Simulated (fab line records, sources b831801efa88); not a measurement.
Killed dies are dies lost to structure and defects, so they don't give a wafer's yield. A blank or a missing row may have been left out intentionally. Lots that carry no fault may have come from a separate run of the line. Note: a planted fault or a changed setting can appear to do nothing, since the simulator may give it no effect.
Comparing a struck lot with a sound one -- flow gf180mcu -- 17 steps out of a route of 602
Sound: the wafers L211.1, L211.2, L211.4. Struck: wafer L225.2 (left out: L225.5, L225.6 of the same lot, which were not struck); the cause appears at the end.
For every step that has rows: the tool of each side, followed by ch and its chambers, followed by its first start. Under that, the readings that differ: sound wafers -- struck wafers -- difference of the means -- sigmas: that difference in standard deviations of wafers without a fault.
alike: same words and numbers on both sides, and readings whose means sit less than 2 such deviations apart. not compared: any withheld reading, any reading some wafer has no value for, any bound like >300 that may hide the same value, and any number with overlapping values for which the record gives no deviation.
The two part at a step that has a row with sigmas, a row that says differs or no value, or rows on one side only. Numbers that have no deviation but don't overlap get no sigmas and don't part them. A reading missing from all wafers of one side parts the sides only when that side holds two or more wafers.

first, 4 steps without rows for these wafers: GF_M1_SOFTBAKE_10 (time 60 s); GF_M1_EXPOSE_11 (exposes mask Metal1, target cd 230 nm); GF_M1_PEB_12 (peb time 90 s); GF_M1_DEVELOP_13 (develop time 60 s).
GF_M1_CD_MEAS_14: the cd target is 230 nm.
  sound on cd_sem-02 at day 19 00:56; struck on cd_sem-02 at day 23 22:08
  alike: cd_nm
GF_M1_OVL_MEAS_15:
  sound on overlay-01 at day 19 01:03; struck on overlay-01 at day 23 22:14
  alike: M1_OVL
GF_M1_METAL_ETCH_16: etches the open film in Cl2/BCl3, stops on SiO2, target depth 750.8 nm, time 125.1 s.
  sound on rie_metal-01 ch 0,1, day 19 01:05; struck on rie_metal-01 ch 0, day 23 22:16
  alike: drypump_motor_current_A, mfc_cl2_sccm, oes_product_au, throttle_valve_pct
  not compared: rf_hours_counter_h
GF_M1_STRIP_17: strips in O2/N2.
  sound on plasma_asher-01 ch 0,1, day 19 01:13; struck on plasma_asher-01 ch 0, day 23 22:24
  alike: drypump_motor_current_A, heater_power_w, oes_product_au, strip_time_to_endpoint_s
  not compared: rf_hours_counter_h
then, 3 steps without rows for these wafers: GF_M1_STRIP_18 (strips in post etch residue remover, time 1200 s); GF_M1_CLEAN_19 (cleans in DIW); GF_V1_CVD_00 (deposits SiO2, target thk 600 nm, time 100 s).
GF_V1_THK_MEAS_01:
  sound on film_metro-04 at day 19 01:50; struck on film_metro-04 at day 23 23:01
reading,sound,struck,difference,sigmas
V1_CVD_00_THK (nm),613 609 610,590,-21,-3
GF_V1_CVD_02: deposits SiO2 from TEOS, target thk 850 nm, time 94.851 s.
  sound on pecvd-04 ch 0,2, day 19 01:53; struck on pecvd-04 ch 2, day 23 23:04
reading,sound,struck,difference,sigmas
model.SiO2_of_V1_CVD_02.thk_nm (nm),837.2 845.8 854.5,1299,+453,
  alike: heater_power_outer_w, heater_power_w
GF_V1_THK_MEAS_03:
  sound on film_metro-03 at day 19 01:57; struck on film_metro-04 at day 23 23:25
reading,sound,struck,difference,sigmas
V1_CVD_02_THK (nm),837 845 855,1300,+454,+41
  not compared: hold
GF_V1_CMP_04: polishes SiO2.
  sound on cmp-02 ch 0,2,3, day 19 02:01; struck on cmp-02 ch 3, day 24 01:22
reading,sound,struck,difference,sigmas
hold,- - -,await_dispo/1.9h/release,no value on the sound wafers,
head_pressure_psi (psi),4.021 3.999 4.006,3.991,-0.018,-2
time_to_endpoint_s (s),68 77 80,231,+156,+27
  alike: motor_current_A
GF_V1_BOW_MEAS_05:
  sound on film_metro-03 at day 19 02:19; struck on film_metro-04 at day 24 01:41
  alike: V1_BOW
-- the record jumps here: 10 days lie between the struck wafers' starts before and after (it left off in module V1 and takes up again in module PASSIVATION, whose first step shown is number 602 of the route) --
GF_PASSIVATION_PROBE_99:
  rows exist in the record for the struck wafers here (prober-02, day 34 05:01), but not for the sound ones

## WHERE THEY PART
First at GF_V1_THK_MEAS_01; last, within this record, at GF_PASSIVATION_PROBE_99.

WHY: what the simulator had put in
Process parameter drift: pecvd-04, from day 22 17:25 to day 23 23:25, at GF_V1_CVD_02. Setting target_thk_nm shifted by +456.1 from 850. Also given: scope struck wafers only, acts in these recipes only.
